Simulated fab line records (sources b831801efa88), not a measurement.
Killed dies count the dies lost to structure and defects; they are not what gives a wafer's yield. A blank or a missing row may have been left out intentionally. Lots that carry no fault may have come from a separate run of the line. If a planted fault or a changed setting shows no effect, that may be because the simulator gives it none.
fab line records ; flow sky130
record: lots: 12; wafers: 36; last_day: 50
route steps=708 shown METAL4@601 VIA4@641 PAD_OPEN@703
lots untouched by any fault: they come from a run of this same line in which no faults occurred
start_h: hours from the record's opening day to when the first of the lot's shown wafers began ; wait_h: hours elapsed since this lot's preceding step ; " as in the row above ; L1.1+2: one row covering several wafers at once ; - value missing, or start not given ; * or withheld: withheld ; < > ~ a bound
route shown NAME@n: NAME is a module with steps in the file, n the number in the route of the first one ; usual: the fault-free wafers' mean and standard deviation ; same: alike in all rows ; chamber/n: place in a boat ; sites: each site's reading ; _std_site: standard deviation across them ; _edge_site: the outer-site mean with the inner-site mean subtracted ; radius_mm: for every site, how far away it sits from the centre of the wafer ; mask NAME#n: copy n ; behind: the tool/chamber that last shaped the wafer ; hold: what put the lot on hold/how long, in hours/how the hold closed ; device: names the non-switching transistor (n, p or np) ; end of line: the route-end tests of the same wafers ; a step with no rows: only its recipe ; killed: not the wafer's yield, but the dies lost to structure and defects at the first sort ; map: the dies of a wafer, with x for killed, . for not killed, _ for no die there
set.NAME: setting as actually run; set.NAME@STEP: the setting as run at that earlier step ; model.NAME: the simulator's own value behind a step, which no gauge read
one table for each step of the route and one row for each wafer, over a sample of lots
services: from which hour (start_h, from the record's first day; less than 0 if before it) a tool's chamber was out of use, for how many hours, and why
== steps ==
step: SKY_METAL4_SPUTTER_03
recipe: material: Ti; target_thk_nm: 5; power_w: 3000; time_s: 3.3; chamber_pressure_pa: 0.4
usual: throttle_valve_pct: 30.1/0.92
lot.wafer;tool;chamber;start_h;wait_h;throttle_valve_pct
L912.1;pvd_sputter-03;-;937.43;0.0;31.3
L912.2;pvd_sputter-03;-;937.43;0.0;29.1
L912.5;pvd_sputter-03;-;937.43;0.0;31.0
L913.2;pvd_sputter-03;-;941.42;0.0;31.1
L913.3;pvd_sputter-03;-;941.42;0.0;30.9
L913.4;pvd_sputter-03;-;941.42;0.0;29.0
L914.1;pvd_sputter-03;-;954.88;0.0;31.1
L914.3;pvd_sputter-03;-;954.88;0.0;29.3
L914.5;pvd_sputter-03;-;954.88;0.0;30.9
L915.4;pvd_sputter-02;-;960.45;0.0;30.0
L915.5;pvd_sputter-02;-;960.45;0.0;28.2
L915.6;pvd_sputter-02;-;960.45;0.0;29.9
L916.1;pvd_sputter-03;-;971.32;0.0;31.1
L916.4;pvd_sputter-03;-;971.32;0.0;30.9
L916.5;pvd_sputter-03;-;971.32;0.0;31.1
L924.1;pvd_sputter-01;-;1016.95;0.0;29.8
L924.2;pvd_sputter-01;-;1016.95;0.0;28.7
L924.3;pvd_sputter-01;-;1016.95;0.0;28.7
L928.1;pvd_sputter-02;-;1054.30;0.0;29.7
L928.2;pvd_sputter-02;-;1054.30;0.0;30.2
L928.4;pvd_sputter-02;-;1054.30;0.0;30.9
L930.2;pvd_sputter-01;-;1055.58;0.0;28.8
L930.4;pvd_sputter-01;-;1055.58;0.0;29.8
L930.5;pvd_sputter-01;-;1055.58;0.0;30.2
L929.2;pvd_sputter-01;-;1056.15;0.0;30.1
L929.3;pvd_sputter-01;-;1056.15;0.0;28.9
L929.4;pvd_sputter-01;-;1056.15;0.0;29.0
L931.4;pvd_sputter-02;-;1060.03;0.0;30.9
L931.5;pvd_sputter-02;-;1060.03;0.0;30.8
L931.6;pvd_sputter-02;-;1060.03;0.0;30.1
L933.1;pvd_sputter-01;-;1077.00;0.0;28.9
L933.2;pvd_sputter-01;-;1077.00;0.0;30.1
L933.4;pvd_sputter-01;-;1077.00;0.0;30.0
L934.3;pvd_sputter-01;-;1080.45;0.0;28.8
L934.4;pvd_sputter-01;-;1080.45;0.0;30.3
L934.5;pvd_sputter-01;-;1080.45;0.0;30.0
step: SKY_VIA4_CMP_02
recipe: material: SiO2; down_force_psi: 4; platen_rpm: 60; pad_velocity_m_s: 0.94248
usual: motor_current_A: 12.1/1.4
lot.wafer;tool;chamber;start_h;wait_h;motor_current_A
L912.1;cmp-02;1;987.11;0.1;12.7
L912.2;cmp-02;3;987.11;0.1;11.7
L912.5;cmp-02;1;987.11;0.1;12.7
L913.2;cmp-02;2;989.89;0.0;11.0
L913.4;cmp-02;3;989.89;0.0;12.1
L913.3;cmp-02;0;989.89;0.0;13.4
L914.1;cmp-01;3;1003.81;0.1;14.0
L914.3;cmp-01;1;1003.81;0.1;10.0
L914.5;cmp-01;2;1003.81;0.1;12.6
L915.4;cmp-01;0;1008.96;0.0;11.8
L915.6;cmp-01;0;1008.96;0.0;12.3
L915.5;cmp-01;1;1008.96;0.0;10.1
L916.4;cmp-01;0;1020.13;0.2;11.9
L916.1;cmp-01;1;1020.13;0.2;9.8
L916.5;cmp-01;2;1020.13;0.2;12.0
L924.1;cmp-02;0;1062.34;0.1;13.7
L924.3;cmp-02;1;1062.34;0.1;12.9
L924.2;cmp-02;3;1062.34;0.1;11.4
L928.2;cmp-02;1;1097.31;0.0;12.6
L928.1;cmp-02;2;1097.31;0.0;11.0
L928.4;cmp-02;0;1097.31;0.0;13.0
L930.2;cmp-02;3;1100.13;0.0;11.3
L930.4;cmp-02;2;1100.13;0.0;11.3
L930.5;cmp-02;0;1100.13;0.0;13.0
L929.4;cmp-01;1;1101.11;0.1;10.2
L929.3;cmp-01;2;1101.11;0.1;12.8
L929.2;cmp-01;3;1101.11;0.1;13.6
L931.4;cmp-02;3;1104.91;0.2;11.9
L931.5;cmp-02;0;1104.91;0.2;14.0
L931.6;cmp-02;1;1104.91;0.2;13.5
L933.2;cmp-01;1;1119.21;0.0;9.8
L933.4;cmp-01;2;1119.21;0.0;12.2
L933.1;cmp-01;3;1119.21;0.0;14.1
L934.3;cmp-01;2;1122.95;0.1;12.8
L934.4;cmp-01;3;1122.95;0.1;14.4
L934.5;cmp-01;1;1122.95;0.1;9.7
step: SKY_VIA4_ETCH_12
recipe: target: SiO2; chemistry: C4F8/O2/Ar; stop_on: TiN; mask_material: NOVOLAK; source_w: 1500; bias_w: 1200; pressure_mtorr: 40; c4f8_flow_sccm: withheld; O2_flow_sccm: 6; Ar_flow_sccm: 300; time_s: withheld; target_depth_a: 5800
usual: bias_w: 1200/3.9; oes_product_au: 0.925/0.0045
lot.wafer;tool;chamber;start_h;wait_h;bias_w;oes_product_au
L912.1;rie_diel-03;2;1010.36;0.0;1197;0.932
L912.2;rie_diel-03;0;1010.36;0.0;1195;0.922
L912.5;rie_diel-03;1;1010.36;0.0;1205;0.926
L913.2;rie_diel-03;3;1012.96;0.0;1199;0.931
L913.3;rie_diel-03;0;1012.96;0.0;1205;0.930
L913.4;rie_diel-03;1;1012.96;0.0;1203;0.935
L914.1;rie_diel-03;2;1026.06;0.0;1208;0.925
L914.3;rie_diel-03;0;1026.06;0.0;1204;0.930
L914.5;rie_diel-03;0;1026.06;0.0;1199;0.933
L915.4;rie_diel-01;3;1031.73;0.0;1199;0.931
L915.5;rie_diel-01;2;1031.73;0.0;1205;0.921
L915.6;rie_diel-01;1;1031.73;0.0;1204;0.929
L916.1;rie_diel-04;0;1042.86;0.0;1196;0.921
L916.4;rie_diel-04;0;1042.86;0.0;1205;0.934
L916.5;rie_diel-04;2;1042.86;0.0;1199;0.921
L924.1;rie_diel-01;1;1083.83;0.0;1208;0.925
L924.2;rie_diel-01;0;1083.83;0.0;1198;0.926
L924.3;rie_diel-01;2;1083.83;0.0;1192;0.928
L928.1;rie_diel-04;3;1117.41;0.0;1202;0.922
L928.2;rie_diel-04;0;1117.41;0.0;1200;0.923
L928.4;rie_diel-04;1;1117.41;0.0;1197;0.919
L930.2;rie_diel-03;2;1120.19;0.0;1204;0.924
L930.4;rie_diel-03;1;1120.19;0.0;1207;0.922
L930.5;rie_diel-03;3;1120.19;0.0;1196;0.931
L929.2;rie_diel-01;0;1121.07;0.0;1203;0.919
L929.3;rie_diel-01;2;1121.07;0.0;1192;0.926
L929.4;rie_diel-01;1;1121.07;0.0;1194;0.937
L931.4;rie_diel-03;0;1124.37;0.0;1199;0.924
L931.5;rie_diel-03;1;1124.37;0.0;1203;0.920
L931.6;rie_diel-03;0;1124.37;0.0;1206;0.923
L933.1;rie_diel-03;1;1138.94;0.0;1199;0.922
L933.2;rie_diel-03;3;1138.94;0.0;1197;0.931
L933.4;rie_diel-03;2;1138.94;0.0;1195;0.930
L934.3;rie_diel-04;1;1141.41;0.0;1195;0.927
L934.4;rie_diel-04;2;1141.41;0.0;1196;0.921
L934.5;rie_diel-04;3;1141.41;0.0;1201;0.922
step: SKY_PAD_OPEN_STRIP_09
recipe: chemistry: post_etch_residue_remover; time_s: 1200; temp_c: 72.5
usual: bath_heat_duty_pct: 14.1/1.5; run_length_s: 1229/4.2
lot.wafer;tool;chamber;start_h;wait_h;bath_heat_duty_pct;run_length_s
L912.1;wet_bench-02;1;1079.26;0.1;15.8;1233
L912.2;wet_bench-02;1;1079.26;0.1;17.2;1233
L912.5;wet_bench-02;1;1079.26;0.1;16.0;1233
L913.2;wet_bench-01;1;1080.54;0.1;13.3;1233
L913.3;wet_bench-01;1;1080.54;0.1;14.6;1233
L913.4;wet_bench-01;1;1080.54;0.1;13.2;1233
L914.1;wet_bench-03;3;1092.41;0.1;13.7;1233
L914.3;wet_bench-03;3;1092.41;0.1;13.0;1233
L914.5;wet_bench-03;3;1092.41;0.1;14.5;1233
L915.4;wet_bench-03;2;1099.91;0.0;14.2;1235
L915.5;wet_bench-03;2;1099.91;0.0;17.2;1235
L915.6;wet_bench-03;2;1099.91;0.0;17.4;1235
L916.1;wet_bench-03;0;1110.41;0.1;11.0;1235
L916.4;wet_bench-03;0;1110.41;0.1;10.4;1235
L916.5;wet_bench-03;0;1110.41;0.1;12.1;1235
L924.1;wet_bench-03;0;1145.74;0.1;12.6;1060
L924.2;wet_bench-03;0;1145.74;0.1;11.7;1060
L924.3;wet_bench-03;0;1145.74;0.1;11.4;1060
L928.1;wet_bench-02;3;1174.66;0.1;12.8;1225
L928.2;wet_bench-02;3;1174.66;0.1;13.7;1225
L928.4;wet_bench-02;3;1174.66;0.1;13.7;1225
L930.2;wet_bench-01;0;1175.85;0.1;12.7;1227
L930.4;wet_bench-01;0;1175.85;0.1;12.4;1227
L930.5;wet_bench-01;0;1175.85;0.1;12.6;1227
L929.2;wet_bench-01;2;1176.31;0.1;16.4;1224
L929.3;wet_bench-01;2;1176.31;0.1;15.6;1224
L929.4;wet_bench-01;2;1176.31;0.1;15.7;1224
L931.4;wet_bench-01;1;1178.59;0.0;13.3;1225
L931.5;wet_bench-01;1;1178.59;0.0;14.3;1225
L931.6;wet_bench-01;1;1178.59;0.0;13.1;1225
L933.1;wet_bench-01;3;1191.74;0.1;13.2;1226
L933.2;wet_bench-01;3;1191.74;0.1;14.4;1226
L933.4;wet_bench-01;3;1191.74;0.1;12.7;1226
L934.3;wet_bench-02;2;1194.06;0.0;14.9;1228
L934.4;wet_bench-02;2;1194.06;0.0;14.0;1228
L934.5;wet_bench-02;2;1194.06;0.0;15.6;1228
step: SKY_PAD_OPEN_PROBE_99
usual: defect_limited_yield: 82.0/2.1; killed_at_M0_to_M3: 45/7; killed_at_M4_up: 3.4/1.8; killed_at_contacts: 24/5.4; killed_at_front_end: 16/4.8; killed_at_other: 0.4/0.62; killed_dies: 89/10; killed_open: 48/7.2; killed_short: 40/6.3; sort_bin_3_pad_short: 0.9/0.39; sort_bin_5_function: 10.7/1.5; sort_bin_6_memory: 6.4/1.1; sort_n_pass: 403/10; sort_yield_pct: 82.0/2.1
same: gross_dies: 492; killed_at_back_side: 0; sort_bin_4_leakage[%]: 0; sort_bin_8_speed[%]: 0
lot.wafer;tool;chamber;start_h;wait_h;defect_limited_yield[%];killed_at_M0_to_M3;killed_at_M4_up;killed_at_contacts;killed_at_front_end;killed_at_other;killed_dies;killed_open;killed_short;sort_bin_3_pad_short[%];sort_bin_5_function[%];sort_bin_6_memory[%];sort_n_pass;sort_yield_pct[%]
L924.1;prober-01;-;1147.98;0.1;84.8;42;3;17;13;0;75;42;33;0.2;9.1;5.9;417;84.8
L924.2;prober-01;-;1148.03;0.1;84.1;41;5;16;16;0;78;35;43;0.2;9.1;6.5;414;84.1
L924.3;prober-01;-;1148.08;0.2;83.5;40;2;28;11;0;81;45;36;1.2;9.3;5.9;411;83.5
killed by level:class
L924.1 VIA1:geometric_particle:open=14 METAL1:geometric_particle:short=6 CONTACT:geometric_particle:open=6 VIA2:geometric_particle:short=5 VIA3:geometric_particle:open=5 FIELD_ISO:geometric_particle:open=4 VIA2:geometric_particle:open=4 FIELD_ISO:geometric_particle:short=3
L924.2 VIA1:geometric_particle:open=9 METAL2:geometric_particle:short=7 METAL1:geometric_particle:short=6 METAL4:geometric_particle:short=5 FIELD_ISO:geometric_particle:short=4 POLY_GATE:geometric_particle:open=4 LI_CONTACT:geometric_particle:open=4 CONTACT:geometric_particle:open=4
L924.3 CONTACT:geometric_particle:open=11 VIA1:geometric_particle:open=11 VIA1:geometric_particle:short=9 LI_CONTACT:geometric_particle:open=6 LOCAL_INTERCONNECT:geometric_particle:short=6 FIELD_ISO:geometric_particle:short=4 VIA2:geometric_particle:open=4 VIA3:geometric_particle:open=3
== services ==
tool;chamber;start_h;hours;kind
rie_diel-04;-;924.84;0.1;repair
pvd_sputter-02;-;931.93;4.5;repair
cmp-01;-;974.77;0.5;repair
wet_bench-03;-;981.58;0.5;repair
rie_diel-03;2;983.95;9.4;repair
cmp-01;-;988.25;3.8;pm
cmp-01;-;995.50;2.0;repair
pvd_sputter-01;-;1001.97;5.4;repair
cmp-02;-;1005.06;2.9;pm
pvd_sputter-03;-;1053.29;4.0;repair
pvd_sputter-03;-;1054.10;0.7;repair
rie_diel-03;0;1064.43;6.7;repair
cmp-01;-;1084.16;4.0;pm
pvd_sputter-01;-;1094.26;27.8;repair
pvd_sputter-01;-;1110.70;6.3;repair
cmp-02;-;1124.64;0.5;repair
cmp-02;-;1135.10;1.4;repair
cmp-02;-;1145.30;1.6;repair
rie_diel-03;0;1148.55;6.2;repair
cmp-01;-;1150.18;1.0;repair
cmp-02;-;1163.98;1.8;repair
cmp-01;-;1177.77;1.0;repair
wet_bench-03;-;1185.15;2.0;repair
cmp-02;-;1192.16;4.0;pm
== key ==
first_sign: step: SKY_PAD_OPEN_STRIP_09; reading: run_length_s; direction: down; sigmas: 40; usual: *; struck: *
effect none on later readings
met_at SKY_PAD_OPEN_STRIP_09
struck_lots L924
struck_wafers L924.1,L924.2,L924.3
not_acting_at SKY_METAL4_SPUTTER_03,SKY_VIA4_CMP_02,SKY_VIA4_ETCH_12
onset_between 1110.41 1145.74
fault: kind: process_parameter_drift; tool: wet_bench-03; chamber: 0; onset_h: 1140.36; steps: SKY_PAD_OPEN_STRIP_09; channel: time_s; offset: *; shape: step; end_h: 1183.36; acts_in: *; stated: *
